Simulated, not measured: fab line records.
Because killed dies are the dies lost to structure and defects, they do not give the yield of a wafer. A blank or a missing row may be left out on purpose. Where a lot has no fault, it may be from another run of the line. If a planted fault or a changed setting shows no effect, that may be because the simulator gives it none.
A lot that was struck, set against a sound lot ; flow sky130 ; 21 steps out of a route of 708
Sound: these wafers, L255.2, L255.4, L255.6. Wafers L268.2, L268.4, L268.6 were the ones struck. The cause comes at the end.
Order at every step that has rows: each side's tool, ch and its chambers, its first start. Under that, the readings that differ: sound wafers ; struck wafers ; difference of the means ; sigmas: that difference in standard deviations of wafers without a fault.
alike: words and numbers the same on both sides, and readings whose means are apart by under 2 such deviations; not compared: readings that were withheld, readings missing a value for some wafer, numbers with overlapping values and no deviation given by the record, and bounds like >300 which may hide the same value.
A row with sigmas, a row that says differs or no value, or rows on one side alone: a step with any of these is where the two part. Non-overlapping numbers with no deviation appear without sigmas and do not part them. A reading that every wafer of one side lacks parts them only if that side has two wafers or more.

SKY_POLY_GATE_THK_MEAS_21:
  struck on film_metro-03, day 21 17:18; sound on film_metro-03, day 16 17:24
  alike: POLY_GATE_OXIDATION_THK
SKY_POLY_GATE_CD_MEAS_22:
  struck on cd_sem-02, day 21 17:23; sound on cd_sem-02, day 16 17:29
  alike: cd_nm
then, 7 steps without rows for these wafers: SKY_LDD_N_DEHYDRATE_00 (time 60 s); SKY_LDD_N_HMDS_01 (prime time 60 s); SKY_LDD_N_COAT_02 (resist thk 300 nm); SKY_LDD_N_SOFTBAKE_03 (time 60 s); SKY_LDD_N_EXPOSE_04 (exposes mask NTM, target cd 840 nm); SKY_LDD_N_PEB_05; SKY_LDD_N_DEVELOP_06 (develop time 60 s).
SKY_LDD_N_OVL_MEAS_07:
  struck on overlay-01, day 23 00:06; sound on overlay-02, day 17 22:06
reading;sound;struck;difference;sigmas
LDD_N_OVL (nm);-0.1 0.8 1.5;-1.4 -1.9 -4.3;-3.3;-2
then, 2 steps without rows for these wafers: SKY_LDD_N_IMPLANT_08; SKY_LDD_N_IMPLANT_09.
SKY_LDD_N_IMPLANT_10:
  sound on implanter-03 ch 0, day 17 22:27; struck on implanter-04 ch 0, day 23 00:28
reading;sound;struck;difference;sigmas
dose_ions_cm2;7.483e+13 7.495e+13 7.497e+13;5.635e+13 5.631e+13 5.628e+13;-1.860e+13;-99 or more
faraday_current_uA;425 424 428;316 318 317;-109;-13
  alike: rotation_deg
then, 5 steps without rows for these wafers: SKY_LDD_N_IMPLANT_11; SKY_LDD_N_IMPLANT_12; SKY_LDD_N_IMPLANT_13; SKY_LDD_N_IMPLANT_14; SKY_LDD_N_IMPLANT_15.
SKY_LDD_N_STRIP_16: strips in O2/N2.
  sound on plasma_asher-04 ch 0, day 17 23:20; struck on plasma_asher-01 ch 0,1, day 23 01:20
reading;sound;struck;difference;sigmas
strip_time_to_endpoint_s (s);4.323 4.326 4.305;4.261 4.247 4.270;-0.059;-4
  alike: drypump_motor_current_A, oes_product_au
  not compared: rf_hours_counter_h
SKY_LDD_N_TW_MEAS_17:
  struck on film_metro-04, day 23 01:26; sound on film_metro-04, day 17 23:26
  alike: LDD_N_TW
-- record jumps: 26 days separate the struck wafers' starts on either side; left off in module LDD_N, taken up again in module PAD_OPEN, whose first shown step is the route's number 708 --
SKY_PAD_OPEN_PROBE_99:
  struck on prober-01, day 49 09:10; sound on prober-01, day 45 21:28
reading;sound;struck;difference;sigmas
killed_dies;78 69 71;92 91 94;+20;+2
killed_short;30 36 28;45 47 39;+12;+2
model.etest.tip_n.rs_ohm_sq;442.7 443.6 441.1;463.2 462 464.9;+20.9;
  alike: killed_at_M0_to_M3, killed_at_M4_up, killed_at_contacts, killed_at_front_end, killed_at_other, killed_open

WHERE THEY PART
First at SKY_LDD_N_OVL_MEAS_07; last, within this record, at SKY_PAD_OPEN_PROBE_99.

WHY: whatever the simulator had introduced
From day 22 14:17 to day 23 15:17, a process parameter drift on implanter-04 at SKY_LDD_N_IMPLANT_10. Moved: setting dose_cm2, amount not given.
